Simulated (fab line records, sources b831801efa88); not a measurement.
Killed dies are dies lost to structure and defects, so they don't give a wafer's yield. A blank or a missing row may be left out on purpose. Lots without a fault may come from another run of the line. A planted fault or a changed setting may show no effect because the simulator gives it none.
fab line records | flow sky130
record lots=6 wafers=18 last_day=49
route steps=708 shown FIELD_ISO@4 PAD_OPEN@708
lots that met no fault: from a run of the same line without faults
start_h: hours from the record's first day to the start of the lot's first wafer shown | wait_h: hours since the lot's step before | " the same as in the row above | L1.1+2: a row that stands for several wafers | - no value, or no start given | * or withheld: withheld | < > ~ a bound
route shown NAME@n: a module of which the file shows steps, and the number in the route of the first | usual: mean/standard deviation of fault-free wafers | same: alike in all rows | chamber/n: place in a boat | sites: the reading at each site | _std_site: their standard deviation | _edge_site: outer sites' mean less inner sites' | radius_mm: how far each site lies from the wafer's centre | mask NAME#n: copy n | behind: the tool/chamber that last shaped the wafer | hold: why the lot was held/for how many hours/how that ended | device: the transistor (n, p or np) that didn't switch | end of line: the same wafers' tests at the end of the route | a step without rows: its recipe alone | killed: dies lost to structure and defects at the first sort, not the wafer's yield | map: a wafer's dies, x killed, . not, _ none there
set.NAME: the setting as run; set.NAME@STEP: as run at that earlier step | model.NAME: the simulator's own value behind a step, which no gauge read
lots at some steps of the route; a table a step, a row a wafer
services: from which hour (start_h, from the record's first day; less than 0 if before it) a tool's chamber was out of use, for how many hours, and why
## steps
# step SKY_FIELD_ISO_CVD_03
# recipe material=Si3N4 precursor=DCS/NH3 target_thk_nm=165 temp_c=770 time_s=2830 pressure_mtorr=250
# step SKY_FIELD_ISO_THK_MEAS_04
# recipe reads=Si3N4_of_FIELD_ISO_CVD_03
# usual FIELD_ISO_CVD_03_THK=164.8/1.7
# columns lot.wafer tool chamber start_h wait_h FIELD_ISO_CVD_03_THK[nm]
L879.3 film_metro-04 - 25.35 0.0 162.7
L879.4 " - " " 165.0
L879.6 " - " " 163.7
L880.2 film_metro-01 - 28.74 0.0 164.0
L880.5 " - " " 164.4
L880.6 " - " " 164.9
L888.4 film_metro-04 - 69.11 0.0 166.8
L888.5 " - " " 166.1
L888.6 " - " " 165.3
L889.2 film_metro-01 - 74.01 0.0 162.4
L889.5 " - " " 163.4
L889.6 " - " " 163.5
L891.3 film_metro-04 - 85.75 0.0 162.3
L891.5 " - " " 164.1
L891.6 " - " " 163.7
L894.1 film_metro-01 - 101.82 0.0 166.7
L894.3 " - " " 166.3
L894.5 " - " " 167.4
# step SKY_FIELD_ISO_DEHYDRATE_05
# recipe temp_c=200 time_s=60
# step SKY_FIELD_ISO_HMDS_06
# recipe prime_time_s=60 prime_temp_c=120
# step SKY_FIELD_ISO_COAT_07
# recipe resist=BARC temp_c=withheld time_s=withheld spin_rpm=3000 resist_thk_nm=60
# step SKY_FIELD_ISO_COAT_08
# recipe resist=KrF-thick spin_rpm=3000 resist_thk_nm=450
# step SKY_FIELD_ISO_SOFTBAKE_09
# recipe temp_c=100 time_s=90 resist=KrF-thick
# step SKY_FIELD_ISO_EXPOSE_10
# recipe mask_id=FOM na=0.68 source_shape=annular sigma_inner=0.4 sigma_outer=0.8 target_cd_nm=150 dose_mj=28
# step SKY_FIELD_ISO_PEB_11
# recipe peb_temp_c=withheld peb_time_s=withheld resist=KrF-thick
# step SKY_FIELD_ISO_DEVELOP_12
# recipe develop_time_s=60 resist=KrF-thick dev_temp_c=21
# step SKY_FIELD_ISO_CD_MEAS_13
# recipe target_cd_nm=150
# usual cd_nm=149.9/1.7
# columns lot.wafer tool chamber start_h wait_h cd_nm
L879.3 cd_sem-02 - 40.88 - 147.7
L879.4 " - " " 148.8
L879.6 " - " " 149.3
L880.2 cd_sem-02 - 43.86 - 149.4
L880.5 " - " " 149.1
L880.6 " - " " 150.1
L888.4 cd_sem-01 - 86.40 - 150.6
L888.5 " - " " 149.6
L888.6 " - " " 150.0
L889.2 cd_sem-02 - 90.96 - 149.2
L889.5 " - " " 149.3
L889.6 " - " " 151.0
L891.3 cd_sem-01 - 103.33 - 149.3
L891.5 " - " " 149.4
L891.6 " - " " 150.2
L894.1 cd_sem-01 - 120.14 - 151.1
L894.3 " - " " 151.8
L894.5 " - " " 150.4
# step SKY_FIELD_ISO_ETCH_14
# recipe chemistry=N2/H2 target=BARC ion_energy_ev=200 source_w=500 bias_w=100 pressure_mtorr=30 n2_flow_sccm=100 h2_flow_sccm=200 stop_on=SiO2 time_s=45.9 target_depth_a=600
# usual bias_w=100.0/0.3 chamber_pressure_mTorr=29.998/0.025 drypump_motor_current_A=5.8/0.31 h2_flow_sccm=199.9/0.58 oes_product_au=0.856/0.005 throttle_valve_pct=13.225/0.0094
# same time_s=45.9
# columns lot.wafer tool chamber start_h wait_h bias_w chamber_pressure_mTorr drypump_motor_current_A h2_flow_sccm oes_product_au rf_hours_counter_h throttle_valve_pct
L879.3 rie_diel-03 0 40.96 0.1 99.8 29.995 6.0 198.7 0.852 125 13.214
L879.4 " 2 " " 99.9 30.053 5.2 200.7 0.859 75 13.214
L879.6 " 0 " " 100.1 30.022 6.1 199.1 0.853 - 13.238
L880.2 rie_diel-01 3 43.96 0.1 100.3 29.989 6.1 199.7 0.858 171 13.214
L880.5 " 2 " " 99.7 30.005 5.8 200.0 0.851 - 13.242
L880.6 " 1 " " 100.1 29.977 6.2 199.9 0.850 - 13.228
L888.4 rie_diel-01 1 86.48 0.1 100.0 29.967 6.2 199.7 0.852 - 13.224
L888.5 " 0 " " 100.0 29.906 5.6 200.7 0.848 - 13.226
L888.6 " 2 " " 101.0 30.006 5.8 199.9 0.854 - 13.238
L889.2 rie_diel-01 1 91.06 0.1 99.9 29.965 6.1 199.6 0.853 49 13.223
L889.5 " 2 " " 100.1 29.961 5.9 200.2 0.854 - 13.240
L889.6 " 0 " " 100.2 30.007 5.6 199.5 0.865 - 13.234
L891.3 rie_diel-01 0 103.41 0.1 100.0 29.989 5.6 200.1 0.859 54 13.221
L891.5 " 2 " " 100.2 30.019 5.9 200.5 0.856 - 13.237
L891.6 " 3 " " 100.2 29.964 6.0 199.8 0.864 - 13.219
L894.1 rie_diel-03 1 120.26 0.1 100.4 30.015 5.8 200.4 0.843 144 13.220
L894.3 " 0 " " 100.3 30.063 6.1 199.7 0.848 127 13.220
L894.5 " 2 " " 99.9 29.976 5.2 199.7 0.857 - 13.238
# step SKY_FIELD_ISO_ETCH_15
# recipe chemistry=CHF3/O2 target_depth_nm=180 stop_on=Si source_w=600 bias_w=200 pressure_mtorr=40 chf3_flow_sccm=50 O2_flow_sccm=5 time_s=72
# usual O2_flow_sccm=4.999/0.014 bias_w=200.0/0.57 drypump_motor_current_A=5.8/0.31 oes_product_au=0.945/0.0069 throttle_valve_pct=8.844/0.0094 time_s=72/0
# columns lot.wafer tool chamber start_h wait_h O2_flow_sccm bias_w drypump_motor_current_A oes_product_au rf_hours_counter_h throttle_valve_pct time_s model.KrF-thick_of_FIELD_ISO_COAT_08.thk_nm
L879.3 rie_diel-03 0 41.00 0.0 4.995 200.9 6.1 0.940 125 8.842 72 231.7
L879.4 " 2 " " 5.012 200.2 5.2 0.945 75 8.842 72 235.7
L879.6 " 0 " " 4.997 199.9 6.1 0.935 - 8.862 72 231.1
L880.2 rie_diel-01 3 44.00 0.0 5.011 200.4 6.1 0.942 171 8.837 72 230.7
L880.5 " 2 " " 4.996 200.9 5.9 0.939 - 8.844 72 232.9
L880.6 " 1 " " 5.008 199.5 6.1 0.946 - 8.828 72 235.5
L888.4 rie_diel-01 1 86.53 0.0 - - - - - - - 393.3
L888.5 " 0 " " - - - - - - - 391.8
L888.6 " 2 " " - - - - - - - 392.4
L889.2 rie_diel-01 1 91.10 0.0 - - - - - - - 395.5
L889.5 " 2 " " - - - - - - - 393.4
L889.6 " 0 " " - - - - - - - 396.5
L891.3 rie_diel-01 0 103.45 0.0 4.999 199.6 5.6 0.935 54 8.838 72 232.5
L891.5 " 2 " " 4.997 199.4 5.8 0.942 - 8.842 72 232.3
L891.6 " 3 " " 4.991 199.3 6.1 0.948 - 8.847 72 235.1
L894.1 rie_diel-03 1 120.30 0.0 4.973 200.4 5.8 0.956 144 8.842 72 240.9
L894.3 " 0 " " 4.978 199.4 6.1 0.942 127 8.861 72 235.6
L894.5 " 2 " " 4.981 199.7 5.1 0.956 - 8.839 72 238.7
# step SKY_FIELD_ISO_STRIP_16
# recipe chemistry=O2/N2 power_w=1400 pressure_mtorr=1500 platen_temp_c=withheld o2_flow_sccm=3000 n2_flow_sccm=300 overash_fraction=0.5
# usual drypump_motor_current_A=5.7/0.54 oes_product_au=0.377/0.0048 strip_time_to_endpoint_s=3.54/0.033
# same overash_fraction=0.5
# columns lot.wafer tool chamber start_h wait_h drypump_motor_current_A oes_product_au rf_hours_counter_h strip_time_to_endpoint_s
L879.3 plasma_asher-04 0 41.09 0.1 4.8 0.379 - 3.52
L879.4 " 1 " " 5.4 0.373 - 3.53
L879.6 " 1 " " 5.4 0.376 - 3.49
L880.2 plasma_asher-03 1 44.05 0.0 5.5 0.377 36 3.49
L880.5 " 1 " " 5.5 0.378 - 3.50
L880.6 " 0 " " 5.6 0.380 - 3.54
L888.4 plasma_asher-03 1 86.59 0.0 5.5 0.452 - 5.19
L888.5 " 0 " " 5.6 0.443 - 5.20
L888.6 " 1 " " 5.5 0.444 - 5.20
L889.2 plasma_asher-04 0 91.15 0.0 4.7 0.449 26 5.22
L889.5 " 0 " " 4.7 0.446 - 5.19
L889.6 " 1 " " 5.4 0.447 - 5.24
L891.3 plasma_asher-02 1 103.54 0.1 6.1 0.385 - 3.50
L891.5 " 0 " " 6.6 0.378 - 3.51
L891.6 " 1 " " 6.0 0.375 - 3.54
L894.1 plasma_asher-04 1 120.36 0.0 5.4 0.375 30 3.60
L894.3 " 0 " " 4.7 0.377 - 3.54
L894.5 " 1 " " 5.4 0.372 - 3.55
# step SKY_FIELD_ISO_ETCH_17
# recipe target_depth_a=3420 mask_material=Si3N4 chemistry=HBr/Cl2/O2 target=Si taper_deg=5 icp_w=600 bias_w=150 pressure_mtorr=15 HBr_flow_sccm=150 Cl2_flow_sccm=40 O2_flow_sccm=6 time_s=97.7
# usual HBr_flow_sccm=150.0/0.46 O2_flow_sccm=6.001/0.017 drypump_motor_current_A=5.7/0.41 oes_product_au=1.003/0.011 throttle_valve_pct=25.655/0.011
# same time_s=97.7
# columns lot.wafer tool chamber start_h wait_h HBr_flow_sccm O2_flow_sccm drypump_motor_current_A oes_product_au rf_hours_counter_h throttle_valve_pct
L879.3 rie_si-02 3 41.15 0.0 149.3 6.014 5.6 1.009 50 25.663
L879.4 " 2 " " 150.2 6.012 5.3 1.006 2 25.629
L879.6 " 0 " " 149.7 6.007 5.7 1.007 - 25.662
L880.2 rie_si-01 1 44.15 0.1 150.0 5.967 6.5 0.999 106 25.650
L880.5 " 0 " " 149.8 6.005 4.9 1.002 - 25.652
L880.6 " 1 " " 149.6 6.021 6.5 0.987 - 25.657
L888.4 rie_si-01 2 86.66 0.0 149.5 5.991 5.7 1.008 2 25.660
L888.5 " 1 " " 149.3 6.010 6.4 1.004 - 25.661
L888.6 " 2 " " 149.8 5.950 5.6 1.011 - 25.659
L889.2 rie_si-02 3 91.25 0.1 150.2 6.003 5.6 1.006 51 25.645
L889.5 " 1 " " 149.4 6.006 5.9 0.995 - 25.650
L889.6 " 0 " " 150.2 5.995 5.8 1.001 - 25.654
L891.3 rie_si-01 0 103.60 0.0 151.0 6.009 4.9 1.005 4 25.650
L891.5 " 2 " " 150.4 6.005 5.6 1.015 - 25.658
L891.6 " 3 " " 150.1 6.005 5.6 0.981 - 25.673
L894.1 rie_si-02 2 120.46 0.1 150.0 5.995 5.3 1.018 3 25.644
L894.3 " 0 " " 150.0 6.011 5.8 1.014 105 25.657
L894.5 " 1 " " 150.3 5.972 6.0 1.002 - 25.651
# step SKY_PAD_OPEN_PROBE_99
# usual killed_at_M0_to_M3=42/7.6 killed_at_M4_up=2.9/1.7 killed_at_contacts=24/5.1 killed_at_front_end=15/4 killed_at_other=0.2/0.38 killed_dies=84/9.9 killed_on_rim=16/4 killed_open=46/7.2 killed_short=38/6.6
# same gross_dies=492 killed_at_back_side=0
# columns lot.wafer tool chamber start_h wait_h killed_at_M0_to_M3 killed_at_M4_up killed_at_contacts killed_at_front_end killed_at_other killed_dies killed_on_rim killed_open killed_short
L880.2 prober-01 - 1095.19 0.1 30 2 25 23 0 80 16 32 48
L880.5 prober-01 - 1095.34 0.2 33 3 26 12 0 74 11 43 31
L880.6 prober-01 - 1095.39 0.2 31 1 21 17 0 70 9 42 28
L888.4 prober-01 - 1153.41 0.2 52 4 28 408 0 492 96 45 49
L888.5 prober-01 - 1153.46 0.2 48 2 27 415 0 492 96 46 44
L888.6 prober-01 - 1153.51 0.2 43 3 23 423 0 492 96 49 32
L889.2 prober-02 - 1156.00 0.1 38 4 33 416 1 492 96 49 38
L889.5 prober-02 - 1156.15 0.2 45 3 25 419 0 492 96 56 31
L889.6 prober-02 - 1156.20 0.2 46 2 22 422 0 492 96 56 26
L891.3 prober-02 - 1158.55 0.2 51 3 25 11 1 91 23 51 40
L891.5 prober-02 - 1158.65 0.2 32 3 29 13 0 77 10 49 28
L891.6 prober-02 - 1158.70 0.2 39 1 26 13 0 79 15 51 28
L894.1 prober-01 - 1181.30 0.1 30 5 25 10 0 70 11 45 25
L894.3 prober-01 - 1181.40 0.2 44 5 23 16 0 88 13 51 37
L894.5 prober-01 - 1181.50 0.2 37 2 26 16 0 81 15 49 32
# killed by level:class
L880.2 FIELD_ISO:geometric_particle:short=7 LOCAL_INTERCONNECT:geometric_particle:short=7 CONTACT:geometric_particle:open=7 POLY_GATE:geometric_particle:short=6 METAL1:geometric_particle:short=6 VIA3:geometric_particle:open=6 POLY_GATE:geometric_particle:open=5 LI_CONTACT:geometric_particle:open=5
L880.5 LI_CONTACT:geometric_particle:open=10 CONTACT:geometric_particle:open=10 VIA2:geometric_particle:open=7 METAL1:geometric_particle:short=5 FIELD_ISO:geometric_particle:short=4 VIA1:geometric_particle:open=4 METAL2:geometric_particle:short=4 VIA2:geometric_particle:short=4
L880.6 CONTACT:geometric_particle:open=11 VIA1:geometric_particle:open=7 POLY_GATE:geometric_particle:open=6 VIA1:geometric_particle:short=6 LI_CONTACT:geometric_particle:open=5 VIA3:geometric_particle:open=5 VIA2:geometric_particle:short=4 FIELD_ISO:geometric_particle:short=3
L888.4 FIELD_ISO:area_etch=398 VIA1:geometric_particle:open=10 VIA2:geometric_particle:open=9 CONTACT:geometric_particle:short=7 METAL1:geometric_particle:short=7 METAL2:geometric_particle:short=7 LI_CONTACT:geometric_particle:open=6 CONTACT:geometric_particle:open=6
L888.5 FIELD_ISO:area_etch=402 CONTACT:geometric_particle:open=9 VIA1:geometric_particle:open=9 METAL2:geometric_particle:short=8 LI_CONTACT:geometric_particle:open=6 METAL1:geometric_particle:short=6 VIA1:geometric_particle:short=6 LOCAL_INTERCONNECT:geometric_particle:short=5
L888.6 FIELD_ISO:area_etch=411 VIA1:geometric_particle:open=10 LI_CONTACT:geometric_particle:open=8 CONTACT:geometric_particle:open=7 VIA2:geometric_particle:open=7 VIA3:geometric_particle:open=6 METAL2:geometric_particle:short=5 FIELD_ISO:geometric_particle:short=4
L889.2 FIELD_ISO:area_etch=405 LI_CONTACT:geometric_particle:open=11 CONTACT:geometric_particle:open=10 CONTACT:geometric_particle:short=8 VIA1:geometric_particle:short=7 VIA1:geometric_particle:open=7 VIA3:geometric_particle:open=6 VIA3:geometric_particle:short=5
L889.5 FIELD_ISO:area_etch=405 VIA1:geometric_particle:open=13 LI_CONTACT:geometric_particle:open=8 CONTACT:geometric_particle:open=7 VIA1:geometric_particle:short=7 VIA2:geometric_particle:open=7 VIA3:geometric_particle:open=5 POLY_GATE:geometric_particle:short=4
L889.6 FIELD_ISO:area_etch=410 VIA3:geometric_particle:open=12 VIA1:geometric_particle:open=12 CONTACT:geometric_particle:open=10 POLY_GATE:geometric_particle:open=7 METAL1:geometric_particle:short=5 METAL2:geometric_particle:short=4 VIA2:geometric_particle:open=4
L891.3 VIA1:geometric_particle:open=11 VIA2:geometric_particle:open=10 CONTACT:geometric_particle:open=7 CONTACT:geometric_particle:short=7 LI_CONTACT:geometric_particle:open=6 METAL1:geometric_particle:short=6 VIA3:geometric_particle:open=6 LOCAL_INTERCONNECT:geometric_particle:short=5
L891.5 LI_CONTACT:geometric_particle:open=10 CONTACT:geometric_particle:open=9 VIA2:geometric_particle:open=9 POLY_GATE:geometric_particle:short=6 VIA1:geometric_particle:open=5 METAL2:geometric_particle:short=5 CONTACT:geometric_particle:short=4 POLY_GATE:geometric_particle:open=3
L891.6 LI_CONTACT:geometric_particle:open=10 VIA2:geometric_particle:open=10 CONTACT:geometric_particle:open=9 FIELD_ISO:geometric_particle:short=6 VIA1:geometric_particle:open=6 METAL1:geometric_particle:short=4 VIA1:geometric_particle:short=3 VIA3:geometric_particle:short=3
L894.1 CONTACT:geometric_particle:open=9 VIA3:geometric_particle:open=9 LI_CONTACT:geometric_particle:open=8 VIA1:geometric_particle:open=6 FIELD_ISO:geometric_particle:open=4 CONTACT:geometric_particle:short=4 VIA3:geometric_particle:short=3 POLY_GATE:geometric_particle:short=2
L894.3 VIA1:geometric_particle:open=12 CONTACT:geometric_particle:open=12 METAL1:geometric_particle:short=9 FIELD_ISO:geometric_particle:open=7 VIA3:geometric_particle:open=7 LI_CONTACT:geometric_particle:open=5 METAL4:geometric_particle:short=5 VIA3:geometric_particle:short=4
L894.5 METAL1:geometric_particle:short=9 LI_CONTACT:geometric_particle:open=9 CONTACT:geometric_particle:open=9 VIA1:geometric_particle:open=8 VIA3:geometric_particle:open=6 FIELD_ISO:geometric_particle:open=5 FIELD_ISO:geometric_particle:short=4 POLY_GATE:geometric_particle:open=4
# map L888.4 (x killed, . not)
__________xxxxxxxxxx_________
________xxxxxxxxxxxxxx_______
______xxxxxxxxxxxxxxxxxx_____
_____xxxxxxxxxxxxxxxxxxxx____
____xxxxxxxxxxxxxxxxxxxxxx___
___xxxxxxxxxxxxxxxxxxxxxxxx__
__xxxxxxxxxxxxxxxxxxxxxxxxxx_
_xxxxxxxxxxxxxxxxxxxxxxxxxxxx
_xxxxxxxxxxxxxxxxxxxxxxxxxxxx
_xxxxxxxxxxxxxxxxxxxxxxxxxxxx
_xxxxxxxxxxxxxxxxxxxxxxxxxxxx
_xxxxxxxxxxxxxxxxxxxxxxxxxxxx
_xxxxxxxxxxxxxxxxxxxxxxxxxxxx
_xxxxxxxxxxxxxxxxxxxxxxxxxxxx
_xxxxxxxxxxxxxxxxxxxxxxxxxxxx
__xxxxxxxxxxxxxxxxxxxxxxxxxx_
___xxxxxxxxxxxxxxxxxxxxxxxx__
____xxxxxxxxxxxxxxxxxxxxxx___
_____xxxxxxxxxxxxxxxxxxxx____
______xxxxxxxxxxxxxxxxxx_____
________xxxxxxxxxxxxxx_______
__________xxxxxxxxxx_________
# map L889.2 (x killed, . not)
__________xxxxxxxxxx_________
________xxxxxxxxxxxxxx_______
______xxxxxxxxxxxxxxxxxx_____
_____xxxxxxxxxxxxxxxxxxxx____
____xxxxxxxxxxxxxxxxxxxxxx___
___xxxxxxxxxxxxxxxxxxxxxxxx__
__xxxxxxxxxxxxxxxxxxxxxxxxxx_
_xxxxxxxxxxxxxxxxxxxxxxxxxxxx
_xxxxxxxxxxxxxxxxxxxxxxxxxxxx
_xxxxxxxxxxxxxxxxxxxxxxxxxxxx
_xxxxxxxxxxxxxxxxxxxxxxxxxxxx
_xxxxxxxxxxxxxxxxxxxxxxxxxxxx
_xxxxxxxxxxxxxxxxxxxxxxxxxxxx
_xxxxxxxxxxxxxxxxxxxxxxxxxxxx
_xxxxxxxxxxxxxxxxxxxxxxxxxxxx
__xxxxxxxxxxxxxxxxxxxxxxxxxx_
___xxxxxxxxxxxxxxxxxxxxxxxx__
____xxxxxxxxxxxxxxxxxxxxxx___
_____xxxxxxxxxxxxxxxxxxxx____
______xxxxxxxxxxxxxxxxxx_____
________xxxxxxxxxxxxxx_______
__________xxxxxxxxxx_________
## services
# columns tool chamber start_h hours kind
plasma_asher-02 - 22.47 1.1 repair
rie_diel-01 1 28.83 11.3 repair
rie_si-02 1 37.02 3.1 repair
plasma_asher-04 - 37.33 2.8 pm
rie_diel-01 3 60.97 - clean
rie_diel-01 3 60.97 32.8 scheduled_down
rie_diel-01 3 60.97 32.8 vent_cycle
rie_diel-03 2 62.41 2.3 repair
rie_si-01 - 70.22 15.6 pm
plasma_asher-03 - 92.59 10.3 repair
plasma_asher-03 - 108.75 9.0 pm
plasma_asher-03 0 108.75 9.0 vent_cycle
plasma_asher-03 1 108.75 9.0 vent_cycle
plasma_asher-03 0 117.75 - clean
plasma_asher-03 1 117.75 - clean
## key
first_sign step=SKY_FIELD_ISO_ETCH_15 reading=tool_record direction=missing
effect step=SKY_FIELD_ISO_STRIP_16 reading=strip_time_to_endpoint_s direction=up sigmas=50 usual=* struck=*
effect step=SKY_PAD_OPEN_PROBE_99 reading=killed_at_front_end direction=up sigmas=99+ usual=15 struck=417
model_effect step=SKY_FIELD_ISO_ETCH_15 value=KrF-thick_of_FIELD_ISO_COAT_08.thk_nm without=236.7 struck=393.8
more_kills_born_at SKY_FIELD_ISO_ETCH_15@rie_diel-01=2431
met_at SKY_FIELD_ISO_ETCH_15
struck_wafers L888.4,L888.5,L888.6,L889.2,L889.5,L889.6
later_rows_left_out L888.4,L888.5,L888.6,L889.2,L889.5,L889.6
tester_left_out L888,L889
onset_between 44.00 86.53
fault kind=skipped_step_whole tool=rie_diel-01 chamber=- onset_h=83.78 steps=SKY_FIELD_ISO_ETCH_15 scope=struck_lots_only
# tester_left_out: of these lots the tester's yield and bins aren't shown, on N5 and GAA mostly nor the transistor test; their killed dies are dies lost to structure and defects alone, not to doping, threshold or leakage, so they don't give the yield
# later_rows_left_out: the simulator's readings of these wafers behind a module that went badly wrong aren't trusted and aren't shown, but for the sort
